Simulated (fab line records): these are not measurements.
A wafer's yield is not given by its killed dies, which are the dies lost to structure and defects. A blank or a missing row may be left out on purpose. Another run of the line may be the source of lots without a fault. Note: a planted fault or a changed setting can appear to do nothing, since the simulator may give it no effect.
A lot that was struck, set against a sound lot + flow sky130 + 39 out of 708 route steps
Sound: wafers L157.1, L157.2, L157.3. Wafers struck: L145.1, L145.2, L145.5. At the end, the cause is stated.
At each step with rows: each side's tool, then ch and its chambers, then its first start. Under that, the readings that differ: sound wafers + struck wafers + difference of the means + sigmas: that difference in standard deviations of wafers without a fault.
alike: words and numbers the same on both sides, and readings whose means are apart by under 2 such deviations; not compared: readings that were withheld, readings missing a value for some wafer, numbers with overlapping values and no deviation given by the record, and bounds like >300 which may hide the same value.
The two part at a step that has a row with sigmas, a row that says differs or no value, or rows on one side only. Numbers that have no deviation but don't overlap get no sigmas and don't part them. A reading that every wafer of one side lacks parts them only if that side has two wafers or more.

first, 10 steps without rows for these wafers: SKY_VIA4_STRIP_14 (strips in post etch residue remover, time 1200 s); SKY_VIA4_CLEAN_15 (cleans in IPA, time 180 s); SKY_VIA4_CLEAN_16 (cleans in O3/DIW); SKY_VIA4_SPUTTER_17 (material TiN, target thk 20 nm, time 80 s); SKY_VIA4_CVD_18 (deposits W, target thk 505 nm, time 152.14 s); SKY_VIA4_CMP_21 (polishes, stops on SiO2, t overpolish 25 s, target thk 0 nm); SKY_METAL5_SPUTTER_00 (material Ti, target thk 15 nm, time 10 s); SKY_METAL5_SPUTTER_01 (material TiN, target thk 20 nm, time 16.7 s); SKY_METAL5_SPUTTER_02 (material AlCu, target thk 1150 nm, time 61.2 s); SKY_METAL5_SPUTTER_03 (material Ti, target thk 5 nm, time 3.3 s).
SKY_METAL5_SPUTTER_04: material TiN, target thk 70 nm, time 58.3 s.
  sound on pvd-sputter-02, day 47 09:56; struck on pvd-sputter-02, day 44 08:25
  no value came back on the struck wafers for cathode-dc-power-W (W), chamber-pressure-pa (Pa), throttle-valve-pct (%); on the sound wafers cathode-dc-power-W (W) reads 6501.2 6500.2 6499.6
SKY_METAL5_THK_MEAS_06: measures by xrf.
  sound on film-metro-04, day 47 10:07; struck on film-metro-04, day 44 08:35
| reading              | sound          | struck         | difference | sigmas |
|----------------------|----------------|----------------|------------|--------|
| METAL5_ALCU_THK (nm) | 1143 1152 1146 | 1357 1362 1360 | +213       | +18    |
then, 8 steps without rows for these wafers: SKY_METAL5_DEHYDRATE_07 (time 60 s); SKY_METAL5_HMDS_08 (prime time 60 s); SKY_METAL5_COAT_09 (resist thk 1800 nm); SKY_METAL5_SOFTBAKE_10 (time 60 s); SKY_METAL5_EXPOSE_11 (exposes mask MM5, target cd 1600 nm); SKY_METAL5_PEB_12; SKY_METAL5_DEVELOP_13 (develop time 60 s); SKY_METAL5_DESCUM_14 (chemistry O2, time 11 s).
SKY_METAL5_METAL_ETCH_15: etches the open film in Cl2/BCl3, stops on SiO2, target depth 1260 nm, time 252 s.
  sound on rie-metal-04 ch 0,1, day 48 04:55; struck on rie-metal-01 ch 0,1, day 45 06:13
| reading               | sound             | struck            | difference | sigmas |
|-----------------------|-------------------|-------------------|------------|--------|
| oes-product-au (a.u.) | 0.898 0.888 0.890 | 0.871 0.876 0.864 | -0.022     | -4     |
  alike: drypump-motor-current-A, throttle-valve-pct
  not compared: rf-hours-counter-h
then, 13 steps without rows for these wafers: SKY_METAL5_STRIP_16 (strips in O2/N2); SKY_METAL5_STRIP_17 (strips in post etch residue remover, time 1200 s); SKY_METAL5_CLEAN_18 (cleans in IPA, time 180 s); SKY_METAL5_CLEAN_19 (cleans in O3/DIW); SKY_PASSIVATION_CVD_00 (deposits SiO2, target thk 90 nm); SKY_PASSIVATION_CVD_02 (deposits Si3N4, target thk 540 nm); SKY_PASSIVATION_DEHYDRATE_04 (time 60 s); SKY_PASSIVATION_HMDS_05 (prime time 60 s); SKY_PASSIVATION_COAT_06 (resist thk 3000 nm); SKY_PASSIVATION_SOFTBAKE_07; SKY_PASSIVATION_EXPOSE_08 (exposes mask NSM, target cd 3000 nm); SKY_PASSIVATION_PEB_09; SKY_PASSIVATION_DEVELOP_10 (develop time 60 s).
SKY_PASSIVATION_ETCH_11: etches the open film in CF4/O2, stops on AlCu, target depth 725 nm, time 161.1 s.
  sound on rie-diel-04 ch 0,1,2, day 49 00:10; struck on rie-diel-04 ch 2,3, day 46 04:26
| reading                                 | sound           | struck        | difference | sigmas |
|-----------------------------------------|-----------------|---------------|------------|--------|
| model.PASSIVATION.feature-depth-nm (nm) | 704.6 699.4 707 | 719.8 725 714 | +15.9      |        |
  alike: drypump-motor-current-A, oes-product-au, throttle-valve-pct
  not compared: rf-hours-counter-h
then, 2 steps without rows for these wafers: SKY_PASSIVATION_STRIP_12 (strips in O2/N2); SKY_PAD_OPEN_DEHYDRATE_00 (time 60 s).
SKY_PAD_OPEN_ETCH_07: etches the open film in CF4/O2, stops on AlCu, target depth 725 nm, time 161.1 s.
  sound on rie-diel-04 ch 0,2,3, day 49 17:47; struck on rie-diel-01 ch 0,1,3, day 47 01:10
| reading                              | sound             | struck            | difference | sigmas |
|--------------------------------------|-------------------|-------------------|------------|--------|
| oes-product-au (a.u.)                | 0.963 0.977 0.977 | 0.995 0.985 0.980 | +0.014     | +2     |
| model.PAD_OPEN.feature-depth-nm (nm) | 704.6 699.4 707   | 725 725 725       | +21        |        |
  alike: drypump-motor-current-A, throttle-valve-pct
  not compared: rf-hours-counter-h
SKY_PAD_OPEN_PROBE_99:
  sound on prober-02, day 49 20:06; struck on prober-01, day 47 03:29
  alike: defect-limited-yield, killed_at_M0_to_M3, killed_at_M4_up, killed-at-contacts, killed-at-front-end, killed-at-other, killed-dies, killed-open, killed-short, sort_bin_3_pad_short, sort_bin_5_function, sort_bin_6_memory, sort-n-pass, sort-yield-pct

== WHERE THEY PART ==
Last at SKY_PAD_OPEN_ETCH_07 as far as this record goes, first at SKY_METAL5_SPUTTER_04. Later steps at which nothing parts them and some readings are alike: SKY_PAD_OPEN_PROBE_99.

WHY: whatever the simulator had introduced
Beginning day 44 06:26, the whole step at SKY_METAL5_SPUTTER_04 was skipped on pvd-sputter-02. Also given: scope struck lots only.
